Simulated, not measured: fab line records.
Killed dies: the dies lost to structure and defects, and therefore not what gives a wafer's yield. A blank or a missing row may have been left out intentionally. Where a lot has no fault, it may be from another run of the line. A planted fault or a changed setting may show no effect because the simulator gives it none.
Code-filled problem report in 8D (eight disciplines) form -- flow sky130 -- the parts of the form that need people (team, actions taken, sign-off) are left out

1. WHAT IS WRONG
Mean NWELL_RS at SKY_NWELL_RS_MEAS_29: 605.4 ohm/sq over 9 wafers in 3 lots; fault-free wafers: 624.4 ohm/sq, standard deviation 1.5. Measured from the usual mean, that is -13 standard deviations.
The step: measures by four-point-probe.
First observed at day 8 20:24: wafer L367.2, on film_metro-01. At this step, 39 wafers from 13 lots have a number in the record. Rule for "out" (also "out of limits"): further than 4 standard deviations from the usual mean. Any other wafer with a number is counted as sound.

2. WHAT IT IS, AND WHAT IT ISN'T
question,is,is not
which readings at this step,NWELL_RS,-
which lots,"L367, L371, L372","L353, L356, L359, L361, L362, L365, L366, L369, L370, L376"
which wafers of those lots,all that have a number,-
read on which gauges,"film_metro-01, film_metro-04",film_metro-02
when,from day 8 20:24,"up to then (21 sound wafers); but 9 sound wafers of L369, L370, L376 came after"

3. THE SUSPECTS, EACH WITH WHAT RULES IT OUT
Counting: a tool at any process step up to the reading remains a suspect when it ran all the lots that are out and ran no sound lot after the first of those.
- the gauge at SKY_NWELL_RS_MEAS_29 is ruled out. The wafers that are out were read on 2 gauges (film_metro-01, film_metro-04).
- litho_track-02 at SKY_FIELD_ISO_SOFTBAKE_09 (time 94.5 s): kept. It ran every lot that is out, first L367 (day 7 22:29), and no sound lot after that. Because SKY_FIELD_ISO_SOFTBAKE_09 lacks a start for some lots, the hours and order of its lots are taken from SKY_NWELL_IMPLANT_11.
- implanter-02 at SKY_NWELL_IMPLANT_11: kept. Every lot that is out went through it, starting with L367 (day 7 22:29), and after that it ran no sound lot; the last sound lot it ran before then is L366 (day 7 17:43). Its own beam_energy_keV readings are out on those wafers.
What counting leaves: litho_track-02 at SKY_FIELD_ISO_SOFTBAKE_09 and implanter-02 at SKY_NWELL_IMPLANT_11.

4. THE CAUSE (what the simulator had put in)
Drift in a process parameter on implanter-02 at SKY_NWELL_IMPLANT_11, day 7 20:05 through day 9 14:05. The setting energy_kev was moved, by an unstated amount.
2 suspects survive the count, and this tool is in that group.

5. THE EFFECT CHAIN, in route order
Each row: a reading where the mean over the struck wafers with a number is more than 3 standard deviations away from the usual. Only readings for which the record gives a usual standard deviation are gone through. hours: the time from each lot's start at the first step in this table that gives one to its start at this step, as a median over the lots. sigmas: the change in usual standard deviations.
hours,step,reading,usual,on struck wafers,change,sigmas
0,SKY_NWELL_IMPLANT_11,beam_energy_keV,399.99,457.15,+57.16,+99 or more
22,SKY_NWELL_RS_MEAS_29,NWELL_RS,624.4 ohm/sq,605.4,-19.0,-13
Process steps it contains:
- SKY_NWELL_IMPLANT_11
At these later measuring or inspecting steps, every struck wafer for which the step has a row has a number for every such reading, and none has moved that far: SKY_VT_ADJUST_LVTN_OVL_MEAS_18.

6. HOW IT WOULD HAVE BEEN CAUGHT EARLIER
In this record the first reading out of limits at a measuring or inspecting step was taken at day 8 20:24, 24 hours after the fault began at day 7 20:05.
The tool's own readings at SKY_NWELL_IMPLANT_11 were out on every struck wafer that the step has a row for (beam_energy_keV): an alarm limit on them would have fired on the first of those.
Among the 3 lots that are out, L371, L372 began SKY_NWELL_IMPLANT_11 on implanter-02 after day 8 20:24. A hold on the tool at that time would have spared those 2.
